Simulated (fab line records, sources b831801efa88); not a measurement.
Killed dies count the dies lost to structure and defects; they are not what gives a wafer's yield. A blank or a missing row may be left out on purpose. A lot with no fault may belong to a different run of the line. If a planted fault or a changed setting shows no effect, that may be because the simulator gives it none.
The same fault as seen by 2 desks + flow sky130 + each desk holds nothing but its own numbers, with what lay behind them at the end

THE METROLOGY DESK
What the gauges read, lot by lot, whatever tool the lot ran on: means of the sampled wafers that have a number. A lot is out of limits, marked OUT, if its mean lies more than 4 standard deviations from the usual mean; the brackets give that distance.
Columns: A = VIA2_OVL at SKY_VIA2_OVL_MEAS_13, usual -5 nm
| lot  | first seen here | A  |
|------|-----------------|----|
| L629 | day 36 05:09    | -8 |
| L632 | day 37 13:42    | 1  |
| L634 | day 38 03:55    | -2 |
| L633 | day 38 06:04    | 0  |
| L637 | day 38 23:52    | -6 |
| L640 | day 39 21:30    | -2 |
| L641 | day 40 01:32    | -9 |
| L645 | day 41 09:28    | -5 |
| L650 | day 42 18:29    | -1 |
| L651 | day 42 21:05    | -6 |
| L652 | day 43 01:34    | -5 |
This desk found nothing out of limits on any of the 11 lots.

FOR THE TOOL OWNER'S DESK: pvd sputter-01
The tool's own readings at SKY_METAL3_SPUTTER_02 (material AlCu, target thk 735 nm, time 39.1 s): means of the sampled wafers that have a number, for each lot that ran on this tool. A lot is out of limits, marked OUT, if its mean lies more than 4 standard deviations from the usual mean; the brackets give that distance.
Columns: A = cathode dc power W at SKY_METAL3_SPUTTER_02, usual 10600 W; B = throttle valve pct at SKY_METAL3_SPUTTER_02, usual 30.0 %
| lot  | first seen here | A                       | B    |
|------|-----------------|-------------------------|------|
| L629 | day 36 06:39    | 10600                   | 30.5 |
| L632 | day 37 15:10    | 10599                   | 29.9 |
| L633 | day 38 07:52    | 10601                   | 30.3 |
| L637 | day 39 01:20    | 10600                   | 30.1 |
| L650 | day 42 20:02    | 10283 (-99 or more) OUT | 30.3 |
This desk's verdict: out of limits on L650, starting with L650 at day 42 20:02 (cathode dc power W at SKY_METAL3_SPUTTER_02). L629, L632, L633, L637: within limits.

BROUGHT TOGETHER
The tool owner's desk had the chance to raise an alarm at day 42 20:02 on L650.
Nothing out of limits was seen by the metrology desk.
The metrology desk holds a record of L650, inside its limits.
Of the lots named, all ran SKY_METAL3_SPUTTER_02 on pvd sputter-01.

WHAT HAD BEEN PUT IN BY THE SIMULATOR
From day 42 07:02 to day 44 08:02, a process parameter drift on pvd sputter-01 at SKY_METAL3_SPUTTER_02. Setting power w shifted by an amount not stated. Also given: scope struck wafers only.
Struck lots among those shown: L650.
Delay in hours, fault start to first out-of-limits reading, by desk: the tool owner's desk at 13.
